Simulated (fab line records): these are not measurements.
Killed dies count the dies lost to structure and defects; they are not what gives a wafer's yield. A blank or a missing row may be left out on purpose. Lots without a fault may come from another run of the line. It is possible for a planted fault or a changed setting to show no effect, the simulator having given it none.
fab line records + flow gf180mcu
record
- lots=7
- wafers=21
- last_day=34
route steps=602 shown V1@349
lots that met no fault: from a run of the same line without faults
start_h: hours from the record's opening day to when the first of the lot's shown wafers began + wait_h: hours from the lot's prior step to this one + " as in the row above + L1.1+2: a row that stands for several wafers + - either no value or no given start + * or withheld: withheld + < > ~ a bound
route shown NAME@n: NAME is a module with steps in the file, n the number in the route of the first one + usual: mean and standard deviation over wafers with no fault + same: alike in all rows + chamber/n: place in a boat + sites: each site's reading + _std_site: the standard deviation of these + _edge_site: mean of outer sites minus mean of inner sites + radius_mm: how far each site lies from the wafer's centre + mask NAME#n: copy n + behind: the most recent tool/chamber to have shaped the wafer + hold: why the lot went on hold/how many hours it stayed there/how the hold came to an end + device: whichever transistor did not switch (one of n, p or np) + end of line: the same wafers' tests at the end of the route + for a step that has no rows: nothing shown but its recipe + killed: count of dies lost to structure and defects at first sort (not the wafer's yield) + map: shows each die of a wafer: x if killed, . if not, _ if none is there
set.NAME: setting as actually run; set.NAME@STEP: the setting as run at that earlier step + model.NAME: the simulator's own value behind a step, which no gauge read
lots seen at some steps along the route; tables by step, rows by wafer
services: a tool's chamber out of use, with start hour (start_h, from the record's first day; less than 0 if before it), hours out, and reason
## steps
# step GF_V1_CD_MEAS_14
# recipe
- target_cd_nm=260
# usual
- cd_nm=260.3/1.1
| lot.wafer | tool      | chamber | start_h | wait_h | cd_nm |
|-----------|-----------|---------|---------|--------|-------|
| L171.1    | cd_sem-02 | -       | 413.81  | 0.1    | 261.4 |
| L171.2    | "         | -       | "       | "      | 259.7 |
| L171.3    | "         | -       | "       | "      | 260.1 |
| L176.3    | cd_sem-02 | -       | 470.11  | 0.1    | 258.8 |
| L176.4    | "         | -       | "       | "      | 260.0 |
| L176.6    | "         | -       | "       | "      | 259.1 |
| L185.1    | cd_sem-01 | -       | 538.91  | 0.1    | 260.5 |
| L185.2    | "         | -       | "       | "      | 259.9 |
| L185.4    | "         | -       | "       | "      | 259.4 |
| L186.2    | cd_sem-01 | -       | 552.38  | 0.1    | 260.0 |
| L186.3    | "         | -       | "       | "      | 258.2 |
| L186.4    | "         | -       | "       | "      | 259.3 |
| L189.1    | cd_sem-02 | -       | 577.92  | 0.1    | 260.9 |
| L189.2    | "         | -       | "       | "      | 259.8 |
| L189.3    | "         | -       | "       | "      | 260.4 |
| L188.1    | cd_sem-01 | -       | 579.06  | 0.1    | 261.7 |
| L188.2    | "         | -       | "       | "      | 262.1 |
| L188.6    | "         | -       | "       | "      | 262.2 |
| L191.3    | cd_sem-02 | -       | 593.01  | 0.1    | 257.9 |
| L191.4    | "         | -       | "       | "      | 259.4 |
| L191.5    | "         | -       | "       | "      | 257.8 |
# step GF_V1_OVL_MEAS_15
# usual
- V1_OVL=-1/5.2
| lot.wafer | tool       | chamber | start_h | wait_h | V1_OVL[nm] |
|-----------|------------|---------|---------|--------|------------|
| L171.1    | overlay-02 | -       | 413.93  | 0.1    | 1          |
| L171.2    | "          | -       | "       | "      | -2         |
| L171.3    | "          | -       | "       | "      | 3          |
| L176.3    | overlay-01 | -       | 470.21  | 0.1    | -5         |
| L176.4    | "          | -       | "       | "      | 2          |
| L176.6    | "          | -       | "       | "      | -1         |
| L185.1    | overlay-01 | -       | 539.03  | 0.1    | -3         |
| L185.2    | "          | -       | "       | "      | 4          |
| L185.4    | "          | -       | "       | "      | -5         |
| L186.2    | overlay-01 | -       | 552.48  | 0.1    | -1         |
| L186.3    | "          | -       | "       | "      | -5         |
| L186.4    | "          | -       | "       | "      | 5          |
| L189.1    | overlay-02 | -       | 578.04  | 0.1    | 6          |
| L189.2    | "          | -       | "       | "      | 5          |
| L189.3    | "          | -       | "       | "      | -6         |
| L188.1    | overlay-02 | -       | 579.18  | 0.1    | -6         |
| L188.2    | "          | -       | "       | "      | 4          |
| L188.6    | "          | -       | "       | "      | 4          |
| L191.3    | overlay-02 | -       | 593.10  | 0.1    | -6         |
| L191.4    | "          | -       | "       | "      | 3          |
| L191.5    | "          | -       | "       | "      | 5          |
# step GF_V1_ETCH_16
# recipe
- chemistry=N2/H2
- target_depth_a=withheld
- overetch_a=withheld
- time_s=withheld
- target=BARC
- ion_energy_ev=200
- source_w=500
- bias_w=100
- pressure_mtorr=30
- n2_flow_sccm=100
- h2_flow_sccm=200
# usual
- chamber_pressure_mTorr=29.997/0.028
- drypump_motor_current_A=5.8/0.36
- n2_flow_sccm=99.97/0.29
- oes_product_au=0.855/0.0047
- throttle_valve_pct=13.226/0.0087
| lot.wafer | tool        | chamber | start_h | wait_h | chamber_pressure_mTorr | drypump_motor_current_A | n2_flow_sccm | oes_product_au | throttle_valve_pct |
|-----------|-------------|---------|---------|--------|------------------------|-------------------------|--------------|----------------|--------------------|
| L171.1    | rie_diel-02 | 1       | 413.96  | 0.0    | 30.026                 | 6.3                     | 99.93        | 0.850          | 13.237             |
| L171.2    | "           | 3       | "       | "      | 30.003                 | 5.9                     | 99.76        | 0.855          | 13.215             |
| L171.3    | "           | 2       | "       | "      | 29.994                 | 5.8                     | 99.41        | 0.844          | 13.223             |
| L176.3    | rie_diel-01 | 0       | 470.23  | 0.0    | 29.984                 | 5.4                     | 100.09       | 0.849          | 13.206             |
| L176.4    | "           | 1       | "       | "      | 29.969                 | 5.7                     | 100.40       | 0.857          | 13.217             |
| L176.6    | "           | 2       | "       | "      | 30.017                 | 5.6                     | 99.92        | 0.860          | 13.225             |
| L185.1    | rie_diel-02 | 3       | 539.06  | 0.0    | 29.976                 | 5.9                     | 99.89        | 0.858          | 13.238             |
| L185.2    | "           | 0       | "       | "      | 30.019                 | 5.2                     | 99.80        | 0.861          | 13.243             |
| L185.4    | "           | 2       | "       | "      | 30.000                 | 5.8                     | 99.71        | 0.860          | 13.232             |
| L186.2    | rie_diel-03 | 2       | 552.51  | 0.0    | 29.968                 | 6.2                     | 99.76        | 0.858          | 13.224             |
| L186.3    | "           | 3       | "       | "      | 30.001                 | 5.3                     | 100.14       | 0.858          | 13.233             |
| L186.4    | "           | 0       | "       | "      | 30.045                 | 5.8                     | 99.86        | 0.851          | 13.223             |
| L189.1    | rie_diel-01 | 2       | 578.08  | 0.0    | 29.978                 | 5.6                     | 100.06       | 0.857          | 13.219             |
| L189.2    | "           | 0       | "       | "      | 29.961                 | 5.3                     | 100.16       | 0.855          | 13.219             |
| L189.3    | "           | 3       | "       | "      | 29.997                 | 5.7                     | 98.99        | 0.856          | 13.218             |
| L188.1    | rie_diel-02 | 2       | 579.21  | 0.0    | 30.003                 | 5.8                     | 99.57        | 0.852          | 13.225             |
| L188.2    | "           | 3       | "       | "      | 30.009                 | 5.9                     | 99.81        | 0.855          | 13.235             |
| L188.6    | "           | 3       | "       | "      | 29.997                 | 5.9                     | 99.92        | 0.854          | 13.228             |
| L191.3    | rie_diel-03 | 2       | 593.13  | 0.0    | 29.996                 | 6.1                     | 99.86        | 0.862          | 13.219             |
| L191.4    | "           | 3       | "       | "      | 29.953                 | 5.3                     | 99.71        | 0.859          | 13.235             |
| L191.5    | "           | 1       | "       | "      | 29.996                 | 6.3                     | 99.74        | 0.857          | 13.224             |
# step GF_V1_ETCH_17
# recipe
- chemistry=C4F8/O2/Ar
- mask_material=KrF
- target=SiO2
- stop_on=TiN
- source_w=1500
- bias_w=1200
- pressure_mtorr=40
- c4f8_flow_sccm=withheld
- O2_flow_sccm=6
- Ar_flow_sccm=300
- time_s=withheld
- target_depth_a=6300
# usual
- chamber_pressure_mTorr=40.00/0.035
- oes_product_au=0.848/0.0046
| lot.wafer | tool        | chamber | start_h | wait_h | chamber_pressure_mTorr | oes_product_au |
|-----------|-------------|---------|---------|--------|------------------------|----------------|
| L171.1    | rie_diel-02 | 1       | -       | -      | 39.96                  | 0.845          |
| L171.2    | "           | 3       | "       | "      | 40.02                  | 0.849          |
| L171.3    | "           | 2       | "       | "      | 39.99                  | 0.848          |
| L176.3    | rie_diel-01 | 0       | -       | -      | 40.02                  | 0.851          |
| L176.4    | "           | 1       | "       | "      | 40.03                  | 0.851          |
| L176.6    | "           | 2       | "       | "      | 40.00                  | 0.842          |
| L185.1    | rie_diel-02 | 3       | -       | -      | 40.00                  | 0.850          |
| L185.2    | "           | 0       | "       | "      | 39.95                  | 0.847          |
| L185.4    | "           | 2       | "       | "      | 40.01                  | 0.845          |
| L186.2    | rie_diel-03 | 2       | -       | -      | 40.01                  | 0.843          |
| L186.3    | "           | 3       | "       | "      | 39.99                  | 0.846          |
| L186.4    | "           | 0       | "       | "      | 39.99                  | 0.857          |
| L189.1    | rie_diel-01 | 2       | -       | -      | 40.02                  | 0.848          |
| L189.2    | "           | 0       | "       | "      | 39.98                  | 0.844          |
| L189.3    | "           | 3       | "       | "      | 39.95                  | 0.855          |
| L188.1    | rie_diel-02 | 2       | -       | -      | 39.98                  | 0.845          |
| L188.2    | "           | 3       | "       | "      | 39.98                  | 0.849          |
| L188.6    | "           | 3       | "       | "      | 40.02                  | 0.854          |
| L191.3    | rie_diel-03 | 2       | -       | -      | 40.02                  | 0.851          |
| L191.4    | "           | 3       | "       | "      | 39.97                  | 0.844          |
| L191.5    | "           | 1       | "       | "      | 39.93                  | 0.844          |
# step GF_V1_STRIP_18
# recipe
- chemistry=O2/N2
- power_w=1400
- pressure_mtorr=1500
- platen_temp_c=250
- o2_flow_sccm=3000
- n2_flow_sccm=300
- overash_fraction=0.5
# usual
- chamber_pressure_mTorr=1500.1/1.2
- drypump_motor_current_A=5.8/0.52
- heater_power_w=337/25
- n2_flow_sccm=299.9/0.97
- oes_product_au=0.592/0.0045
| lot.wafer | tool            | chamber | start_h | wait_h | chamber_pressure_mTorr | drypump_motor_current_A | heater_power_w | n2_flow_sccm | oes_product_au | rf_hours_counter_h |
|-----------|-----------------|---------|---------|--------|------------------------|-------------------------|----------------|--------------|----------------|--------------------|
| L171.1    | plasma_asher-02 | 1       | 414.09  | -      | 1499.5                 | 6.0                     | 375            | 299.8        | 0.600          | 78                 |
| L171.2    | "               | 0       | "       | "      | 1500.1                 | 6.5                     | 388            | 300.5        | 0.595          | 78                 |
| L171.3    | "               | 0       | "       | "      | 1499.3                 | 6.5                     | 380            | 300.1        | 0.595          | -                  |
| L176.3    | plasma_asher-02 | 1       | 470.39  | -      | 1498.6                 | 6.0                     | 353            | 299.6        | 0.588          | -                  |
| L176.4    | "               | 0       | "       | "      | 1500.6                 | 6.5                     | 378            | 299.8        | 0.597          | -                  |
| L176.6    | "               | 0       | "       | "      | 1500.3                 | 6.5                     | 383            | 300.0        | 0.593          | -                  |
| L185.1    | plasma_asher-02 | 0       | 539.19  | -      | 1501.4                 | 6.5                     | 379            | 298.9        | 0.590          | 12                 |
| L185.2    | "               | 1       | "       | "      | 1498.1                 | 6.0                     | 363            | 299.6        | 0.594          | 12                 |
| L185.4    | "               | 0       | "       | "      | 1498.5                 | 6.5                     | 379            | 298.5        | 0.589          | -                  |
| L186.2    | plasma_asher-02 | 1       | 552.64  | -      | 1499.4                 | 6.0                     | 355            | 301.7        | 0.593          | 14                 |
| L186.3    | "               | 1       | "       | "      | 1499.6                 | 6.0                     | 354            | 299.6        | 0.595          | -                  |
| L186.4    | "               | 0       | "       | "      | 1499.7                 | 6.5                     | 385            | 298.8        | 0.592          | -                  |
| L189.1    | plasma_asher-03 | 1       | 578.21  | -      | 1500.9                 | 4.9                     | 319            | 300.8        | 0.593          | 88                 |
| L189.2    | "               | 0       | "       | "      | 1501.4                 | 5.4                     | 331            | 299.4        | 0.590          | 88                 |
| L189.3    | "               | 0       | "       | "      | 1500.1                 | 5.5                     | 316            | 299.8        | 0.583          | -                  |
| L188.1    | plasma_asher-04 | 1       | 579.34  | -      | 1500.0                 | 6.1                     | 332            | 300.3        | 0.595          | 78                 |
| L188.2    | "               | 0       | "       | "      | 1499.9                 | 6.1                     | 309            | 300.6        | 0.593          | 78                 |
| L188.6    | "               | 1       | "       | "      | 1500.4                 | 6.1                     | 326            | 300.5        | 0.605          | -                  |
| L191.3    | plasma_asher-04 | 1       | 593.29  | -      | 1501.4                 | 6.1                     | 333            | 299.2        | 0.597          | -                  |
| L191.4    | "               | 0       | "       | "      | 1499.7                 | 6.1                     | 314            | 299.2        | 0.588          | -                  |
| L191.5    | "               | 1       | "       | "      | 1499.4                 | 6.1                     | 329            | 300.3        | 0.600          | -                  |
# step GF_V1_STRIP_19
# recipe
- chemistry=post_etch_residue_remover
- time_s=1200
- temp_c=72.5
# step GF_V1_CLEAN_20
# recipe
- chemistry=DIW
- dry=n2_spin
# step GF_V1_SPUTTER_21
# recipe
- material=Ti
- target_thk_nm=15
- chamber_pressure_pa=5
- power_w=2446
- substrate_temp_c=200
- time_s=80.02
# step GF_V1_SPUTTER_22
# recipe
- material=TiN
- target_thk_nm=10
- chamber_pressure_pa=5
- power_w=4000
- time_s=40
# usual
- throttle_valve_pct=30.1/0.98
| lot.wafer | tool           | chamber | start_h | wait_h | throttle_valve_pct |
|-----------|----------------|---------|---------|--------|--------------------|
| L171.1    | pvd_sputter-02 | -       | 414.73  | 0.0    | 31.0               |
| L171.2    | "              | -       | "       | "      | 29.0               |
| L171.3    | "              | -       | "       | "      | 30.1               |
| L176.3    | pvd_sputter-03 | -       | 470.95  | 0.0    | 31.1               |
| L176.4    | "              | -       | "       | "      | 31.8               |
| L176.6    | "              | -       | "       | "      | 29.9               |
| L185.1    | pvd_sputter-02 | -       | 539.85  | 0.0    | 29.9               |
| L185.2    | "              | -       | "       | "      | 29.9               |
| L185.4    | "              | -       | "       | "      | 28.7               |
| L186.2    | pvd_sputter-02 | -       | 553.23  | 0.0    | 29.6               |
| L186.3    | "              | -       | "       | "      | 28.8               |
| L186.4    | "              | -       | "       | "      | 29.0               |
| L189.1    | pvd_sputter-02 | -       | 578.83  | 0.0    | 29.8               |
| L189.2    | "              | -       | "       | "      | 28.8               |
| L189.3    | "              | -       | "       | "      | 30.3               |
| L188.1    | pvd_sputter-01 | -       | 579.95  | 0.0    | 31.5               |
| L188.2    | "              | -       | "       | "      | 28.5               |
| L188.6    | "              | -       | "       | "      | 29.2               |
| L191.3    | pvd_sputter-03 | -       | 593.85  | 0.0    | 32.1               |
| L191.4    | "              | -       | "       | "      | 30.2               |
| L191.5    | "              | -       | "       | "      | 31.9               |
# step GF_V1_CVD_23
# recipe
- material=W
- target_thk_nm=350
- time_s=105.05
- temp_c=400
- pressure_torr=40
# usual
- heater_power_w=804/110
| lot.wafer | tool     | chamber | start_h | wait_h | heater_power_w |
|-----------|----------|---------|---------|--------|----------------|
| L171.1    | cvd_w-01 | 1       | 414.77  | 0.0    | 874            |
| L171.2    | "        | 0       | "       | "      | 667            |
| L171.3    | "        | 0       | "       | "      | 653            |
| L176.3    | cvd_w-02 | 0       | 471.03  | 0.1    | 815            |
| L176.4    | "        | 1       | "       | "      | 940            |
| L176.6    | "        | 1       | "       | "      | 944            |
| L185.1    | cvd_w-02 | 1       | 539.89  | 0.0    | 923            |
| L185.2    | "        | 0       | "       | "      | 814            |
| L185.4    | "        | 0       | "       | "      | 843            |
| L186.2    | cvd_w-02 | 0       | 553.27  | 0.0    | 837            |
| L186.3    | "        | 0       | "       | "      | 834            |
| L186.4    | "        | 1       | "       | "      | 928            |
| L189.1    | cvd_w-01 | 1       | 578.87  | 0.0    | 843            |
| L189.2    | "        | 0       | "       | "      | 664            |
| L189.3    | "        | 0       | "       | "      | 656            |
| L188.1    | cvd_w-02 | 1       | 579.99  | 0.0    | 922            |
| L188.2    | "        | 0       | "       | "      | 832            |
| L188.6    | "        | 0       | "       | "      | 827            |
| L191.3    | cvd_w-01 | 0       | 593.93  | 0.1    | 678            |
| L191.4    | "        | 1       | "       | "      | 877            |
| L191.5    | "        | 1       | "       | "      | 877            |
# step GF_V1_RS_MEAS_24
# recipe
- thk_meas_gauge=four-point-probe
- reads=W_of_V1_CVD_23+TiN_of_V1_SPUTTER_22+Ti_of_V1_SPUTTER_21
# usual
- V1_W_RS=0.326/0.004
| lot.wafer | tool          | chamber | start_h | wait_h | V1_W_RS[ohm/sq] |
|-----------|---------------|---------|---------|--------|-----------------|
| L171.1    | film_metro-04 | -       | 414.88  | 0.1    | 0.322           |
| L171.2    | "             | -       | "       | "      | 0.327           |
| L171.3    | "             | -       | "       | "      | 0.325           |
| L176.3    | film_metro-04 | -       | 471.14  | 0.1    | 0.330           |
| L176.4    | "             | -       | "       | "      | 0.330           |
| L176.6    | "             | -       | "       | "      | 0.329           |
| L185.1    | film_metro-01 | -       | 540.00  | 0.1    | 0.330           |
| L185.2    | "             | -       | "       | "      | 0.324           |
| L185.4    | "             | -       | "       | "      | 0.323           |
| L186.2    | film_metro-02 | -       | 553.41  | 0.1    | 0.327           |
| L186.3    | "             | -       | "       | "      | 0.323           |
| L186.4    | "             | -       | "       | "      | 0.328           |
| L189.1    | film_metro-02 | -       | 578.98  | 0.1    | 0.329           |
| L189.2    | "             | -       | "       | "      | 0.335           |
| L189.3    | "             | -       | "       | "      | 0.331           |
| L188.1    | film_metro-01 | -       | 580.11  | 0.1    | 0.334           |
| L188.2    | "             | -       | "       | "      | 0.330           |
| L188.6    | "             | -       | "       | "      | 0.331           |
| L191.3    | film_metro-02 | -       | 594.04  | 0.1    | 0.326           |
| L191.4    | "             | -       | "       | "      | 0.319           |
| L191.5    | "             | -       | "       | "      | 0.324           |
# step GF_V1_THK_MEAS_25
# recipe
- thk_meas_gauge=xrf
- reads=W_of_V1_CVD_23
# usual
- V1_W_THK=351/5.4
| lot.wafer | tool          | chamber | start_h | wait_h | V1_W_THK[nm] |
|-----------|---------------|---------|---------|--------|--------------|
| L171.1    | film_metro-04 | -       | 415.00  | 0.1    | 355          |
| L171.2    | "             | -       | "       | "      | 349          |
| L171.3    | "             | -       | "       | "      | 351          |
| L176.3    | film_metro-04 | -       | 471.24  | 0.1    | 347          |
| L176.4    | "             | -       | "       | "      | 347          |
| L176.6    | "             | -       | "       | "      | 347          |
| L185.1    | film_metro-01 | -       | 540.12  | 0.1    | 345          |
| L185.2    | "             | -       | "       | "      | 354          |
| L185.4    | "             | -       | "       | "      | 351          |
| L186.2    | film_metro-02 | -       | 553.52  | 0.1    | 351          |
| L186.3    | "             | -       | "       | "      | 355          |
| L186.4    | "             | -       | "       | "      | 350          |
| L189.1    | film_metro-02 | -       | 579.10  | 0.1    | 349          |
| L189.2    | "             | -       | "       | "      | 342          |
| L189.3    | "             | -       | "       | "      | 346          |
| L188.1    | film_metro-01 | -       | 580.23  | 0.1    | 339          |
| L188.2    | "             | -       | "       | "      | 344          |
| L188.6    | "             | -       | "       | "      | 343          |
| L191.3    | film_metro-02 | -       | 594.14  | 0.1    | 352          |
| L191.4    | "             | -       | "       | "      | 357          |
| L191.5    | "             | -       | "       | "      | 354          |
# step GF_V1_CMP_26
# recipe
- stop_on=SiO2
- down_force_psi=3.5
- platen_rpm=60
- t_overpolish_s=15
- target_thk_nm=0
- pad_velocity_m_s=0.94248
# usual
- motor_current_A=12.2/0.62
- overpolish_run_s=15.000/0.0096
- retaining_ring_pressure_frac=1.001/0.0056
- time_to_endpoint_s=84.9/3
| lot.wafer | tool   | chamber | start_h | wait_h | motor_current_A | overpolish_run_s | retaining_ring_pressure_frac | time_to_endpoint_s |
|-----------|--------|---------|---------|--------|-----------------|------------------|------------------------------|--------------------|
| L171.1    | cmp-02 | 2       | 415.06  | 0.1    | 12.2            | 15.015           | 0.996                        | 88.3               |
| L171.3    | "      | 3       | "       | "      | 13.0            | 15.001           | 0.998                        | 84.0               |
| L171.2    | "      | 0       | "       | "      | 12.3            | 15.018           | 0.992                        | 88.3               |
| L176.4    | cmp-02 | 2       | 471.28  | 0.0    | 12.0            | 15.003           | 1.007                        | 81.3               |
| L176.3    | "      | 1       | "       | "      | 11.8            | 14.999           | 1.010                        | 89.0               |
| L176.6    | "      | 3       | "       | "      | 13.1            | 15.001           | 0.994                        | 82.9               |
| L185.1    | cmp-02 | 0       | 540.18  | 0.1    | 12.4            | 0.036            | 0.997                        | 127.9              |
| L185.4    | "      | 2       | "       | "      | 11.5            | 0.036            | 0.997                        | 130.2              |
| L185.2    | "      | 3       | "       | "      | 13.0            | 0.046            | 0.998                        | 129.8              |
| L186.3    | cmp-02 | 3       | 553.62  | 0.1    | 12.8            | 0.037            | 0.993                        | 130.7              |
| L186.4    | "      | 0       | "       | "      | 12.4            | 0.036            | 1.003                        | 129.1              |
| L186.2    | "      | 1       | "       | "      | 12.0            | 0.039            | 1.001                        | 129.3              |
| L189.2    | cmp-01 | 0       | 579.21  | 0.1    | 12.5            | 14.997           | 1.006                        | 85.7               |
| L189.3    | "      | 1       | "       | "      | 11.3            | 14.995           | 1.006                        | 88.1               |
| L189.1    | "      | 2       | "       | "      | 10.9            | 14.994           | 0.997                        | 89.2               |
| L188.1    | cmp-02 | 2       | 580.29  | 0.1    | 11.8            | 0.046            | 1.005                        | 126.6              |
| L188.2    | "      | 1       | "       | "      | 12.2            | 0.057            | 0.993                        | 127.9              |
| L188.6    | "      | 2       | "       | "      | 12.1            | 0.040            | 1.010                        | 128.0              |
| L191.3    | cmp-01 | 3       | 594.18  | 0.0    | 12.3            | 15.008           | 1.000                        | 83.8               |
| L191.4    | "      | 0       | "       | "      | 12.5            | 15.013           | 1.013                        | 84.4               |
| L191.5    | "      | 3       | "       | "      | 11.9            | 14.989           | 1.001                        | 85.6               |
## services
| tool            | chamber | start_h | hours | kind   |
|-----------------|---------|---------|-------|--------|
| cvd_w-01        | -       | 390.00  | 14.0  | pm     |
| rie_diel-02     | 3       | 392.98  | 9.3   | repair |
| rie_diel-02     | -       | 403.21  | 2.8   | pm     |
| cmp-02          | -       | 404.09  | 4.0   | pm     |
| cvd_w-02        | -       | 420.74  | 0.7   | repair |
| plasma_asher-02 | -       | 421.25  | 9.0   | pm     |
| rie_diel-02     | 1       | 423.33  | 5.9   | repair |
| cvd_w-01        | 1       | 433.12  | 15.9  | repair |
| pvd_sputter-01  | -       | 434.88  | 4.9   | repair |
| pvd_sputter-02  | -       | 441.46  | 2.0   | repair |
| cvd_w-01        | -       | 451.17  | 6.9   | pm     |
| rie_diel-02     | -       | 452.75  | 0.2   | repair |
| pvd_sputter-02  | -       | 454.16  | 1.8   | repair |
| cvd_w-01        | 0       | 472.56  | 2.0   | repair |
| pvd_sputter-01  | -       | 473.68  | 1.7   | repair |
| cvd_w-02        | 0       | 483.28  | 2.1   | repair |
| cvd_w-02        | 0       | 489.87  | 4.2   | repair |
| cvd_w-01        | 0       | 496.93  | 8.1   | repair |
| rie_diel-01     | 0       | 523.78  | 6.3   | repair |
| cmp-01          | -       | 527.73  | 6.5   | pm     |
| rie_diel-01     | 0       | 534.45  | 6.8   | repair |
| cmp-01          | -       | 572.00  | 4.0   | pm     |
| rie_diel-01     | -       | 583.99  | 2.8   | pm     |
| cmp-02          | -       | 593.05  | 4.1   | repair |
## key
first_sign
- step=GF_V1_CMP_26
- reading=overpolish_run_s
- direction=down
- sigmas=99+
- usual=15.000
- struck=0.041
effect
- step=GF_V1_CMP_26
- reading=time_to_endpoint_s
- direction=up
- sigmas=15
- usual=*
- struck=*
met_at GF_V1_CMP_26
struck_wafers L185.1,L185.2,L185.4,L186.2,L186.3,L186.4,L188.1,L188.2,L188.6
later_rows_left_out L185.1,L185.2,L185.4,L186.2,L186.3,L186.4,L188.1,L188.2,L188.6
sort_left_out L185.1,L185.2,L185.4,L186.2,L186.3,L186.4,L188.1,L188.2,L188.6
onset_between 471.28 540.18
fault
- kind=process_parameter_drift
- tool=cmp-02
- chamber=-
- onset_h=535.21
- steps=GF_V1_CMP_26
- channel=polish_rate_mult
- offset=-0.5
- shape=step
- end_h=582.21
# sort_left_out: the simulated sort isn't trusted on such a fault, so these wafers' sort isn't shown, and their yield isn't known
# later_rows_left_out: the simulator's readings of these wafers behind a module that went badly wrong aren't trusted and aren't shown, but for the sort
